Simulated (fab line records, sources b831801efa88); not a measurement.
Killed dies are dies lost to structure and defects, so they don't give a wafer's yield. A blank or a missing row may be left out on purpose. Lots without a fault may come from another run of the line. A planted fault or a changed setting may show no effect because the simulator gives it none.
A struck lot beside a sound one | flow gf180mcu | 16 steps out of a route of 602
Sound: wafers L677.2, L677.4, L677.6. Struck: wafers L686.3, L686.5, L686.6. The cause comes at the end.
At each step with rows: each side's tool, then ch and its chambers, then its first start. Under that, the readings that differ: sound wafers | struck wafers | difference of the means | sigmas: that difference in standard deviations of wafers without a fault.
alike: readings whose means differ by less than 2 such deviations, and words and numbers that are the same on both sides. not compared: withheld readings, readings that some wafer has no value for, bounds like >300 that may hide the same value, and numbers for which the record gives no deviation and whose values overlap.
The two part at a step that has a row with sigmas, a row that says differs or no value, or rows on one side only. Numbers that don't overlap but have no deviation are shown without sigmas and don't part them. A reading that every wafer of one side lacks parts them only if that side has two wafers or more.

GF_VT_IMPLANT_OVL_MEAS_29:
  sound on overlay-02, day 7 22:40; struck on overlay-02, day 10 08:53
  reading                | sound          | struck      | difference | sigmas
  VT_IMPLANT_02_OVL (nm) | -2.6 -1.5 -0.4 | 1.4 1.3 1.6 | +2.9       | +2
then, 1 step without rows for these wafers: GF_VT_IMPLANT_IMPLANT_30.
GF_VT_IMPLANT_STRIP_31: strips in O2/N2.
  sound on plasma_asher-01 ch 0,1, day 7 22:51; struck on plasma_asher-01 ch 0,1, day 10 09:05
  alike: drypump_motor_current_A, heater_power_w, oes_product_au, strip_time_to_endpoint_s
  not compared: rf_hours_counter_h
GF_VT_IMPLANT_TW_MEAS_32:
  sound on film_metro-04, day 7 22:58; struck on film_metro-03, day 10 09:10
  reading         | sound             | struck            | difference | sigmas
  VT_IMPLANT_3_TW | 270.5 270.5 269.6 | 266.5 267.2 267.6 | -3.1       | -3
then, 7 steps without rows for these wafers: GF_VT_IMPLANT_DEHYDRATE_33 (time 60 s); GF_VT_IMPLANT_HMDS_34 (prime time 60 s); GF_VT_IMPLANT_COAT_35 (resist thk 1000 nm); GF_VT_IMPLANT_SOFTBAKE_36 (time 60 s); GF_VT_IMPLANT_EXPOSE_37 (exposes mask Nwell HV AREA, target cd 860 nm); GF_VT_IMPLANT_PEB_38; GF_VT_IMPLANT_DEVELOP_39 (develop time 60 s).
GF_VT_IMPLANT_OVL_MEAS_40:
  sound on overlay-02, day 8 15:01; struck on overlay-02, day 11 02:44
  alike: VT_IMPLANT_03_OVL
GF_VT_IMPLANT_IMPLANT_41:
  sound on implanter-01 ch 0, day 8 15:05; struck on implanter-02 ch 0, day 11 02:48
  reading                   | sound                | struck               | difference | sigmas
  beam_energy_keV           | 69.978 69.972 69.992 | 61.786 61.762 61.751 | -8.214     | -99 or more
  model.implant.rp_nm (nm)  | 42.84 42.84 42.84    | 37.89 37.89 37.89    | -4.95      |
  model.implant.drp_nm (nm) | 18.17 18.17 18.17    | 16.51 16.51 16.51    | -1.66      |
GF_VT_IMPLANT_STRIP_42: strips in O2/N2.
  sound on plasma_asher-02 ch 0,1, day 8 15:12; struck on plasma_asher-01 ch 0,1, day 11 02:56
  alike: drypump_motor_current_A, heater_power_w, oes_product_au, strip_time_to_endpoint_s
  not compared: rf_hours_counter_h
GF_VT_IMPLANT_TW_MEAS_43:
  sound on film_metro-04, day 8 15:19; struck on film_metro-04, day 11 03:01
  reading         | sound       | struck      | difference | sigmas
  VT_IMPLANT_4_TW | 686 688 684 | 666 670 669 | -18        | -5
then, 1 step without rows for these wafers: GF_VT_IMPLANT_CLEAN_44 (cleans in SC1/SC2, time 150 s).

WHERE THEY PART
First at GF_VT_IMPLANT_OVL_MEAS_29; last, within this record, at GF_VT_IMPLANT_TW_MEAS_43.

WHY: what the simulator had put in
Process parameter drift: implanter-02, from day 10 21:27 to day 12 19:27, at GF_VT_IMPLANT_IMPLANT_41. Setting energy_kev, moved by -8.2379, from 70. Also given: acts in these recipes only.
